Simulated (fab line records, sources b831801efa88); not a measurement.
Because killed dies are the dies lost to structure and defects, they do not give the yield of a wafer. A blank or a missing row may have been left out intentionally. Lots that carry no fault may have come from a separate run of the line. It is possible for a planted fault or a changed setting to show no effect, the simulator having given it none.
Problem report, 8D (eight disciplines) form, completed by code :: flow gf180mcu :: the parts of the form that need people (team, actions taken, sign-off) are left out

## 1. WHAT WENT WRONG
Mean of beam energy keV at GF_NSD_IMPLANT_10: 43.490 across 9 wafers in 3 lots; on wafers with no fault it is 40.001 (standard deviation 0.013). So: +99 or more standard deviations from the usual mean.
Earliest sighting: wafer L116.1 on implanter-01 at day 17 15:42. At this step, 36 wafers from 12 lots have a number in the record. The rule behind "out" and "out of limits": a value lying over 4 standard deviations away from the usual mean. The other wafers with a number count as sound.

## 2. WHAT IT IS AND WHAT IT IS NOT
question: which readings at this step
is: beam energy keV
is not: -

question: which lots
is: L116, L117, L118
is not: L104, L106, L109, L110, L119, L120, L124, L125, L126

question: which wafers of those lots
is: all that have a number
is not: -

question: read on which tools
is: implanter-01
is not: implanter-02, implanter-04

question: when
is: from day 17 15:42
is not: up to then (12 sound wafers); but 15 sound wafers of L119, L120, L124, L125, L126 came after

## 3. WHAT RULES OUT EACH SUSPECT
Counting: a tool at a process step up to the reading stays a suspect if it ran every lot that is out and no sound lot after the first of them.
- implanter-01 at GF_NSD_IMPLANT_10: kept. Every lot that is out went through it, starting with L116 (day 17 15:42), and after that it ran no sound lot; the last sound lot it ran before then is L109 (day 14 19:25). Its own beam energy keV readings are out on those wafers.
Remaining after the count: implanter-01 at GF_NSD_IMPLANT_10.

## 4. THE CAUSE (what the simulator had put in)
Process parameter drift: implanter-01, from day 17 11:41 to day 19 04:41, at GF_NSD_IMPLANT_10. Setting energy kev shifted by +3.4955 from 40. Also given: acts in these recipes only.
The count eliminated every tool but this one.

## 5. THE CHAIN OF EFFECTS, in route order
One row per reading whose mean, taken over the struck wafers that have a number, lies over 3 standard deviations from the usual. Only readings for which the record gives a usual standard deviation are gone through. hours: the time from each lot's start at the first step in this table that gives one to its start at this step, as a median over the lots. sigmas: the change in usual standard deviations.
hours: 0
step: GF_NSD_IMPLANT_10
reading: beam energy keV
usual: 40.001
on struck wafers: 43.490
change: +3.489
sigmas: +99 or more

hours: 0
step: GF_NSD_STRIP_11
reading: strip time to endpoint s
usual: 22.95 s
on struck wafers: 23.09
change: +0.14
sigmas: +4.3
It contains these process steps:
- GF_NSD_IMPLANT_10
- GF_NSD_STRIP_11: strips in O2/N2.
Later steps that measure or inspect, where all struck wafers having a row at the step show a number for every such reading and not one has moved that far: GF_PSD_RS_MEAS_14, GF_M4_RS_MEAS_05, GF_V4_OVL_MEAS_15.

## 6. WHAT WOULD HAVE CAUGHT IT SOONER
In this record no reading fell out of limits until day 17 15:42, 4 hours after the fault had begun at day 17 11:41.
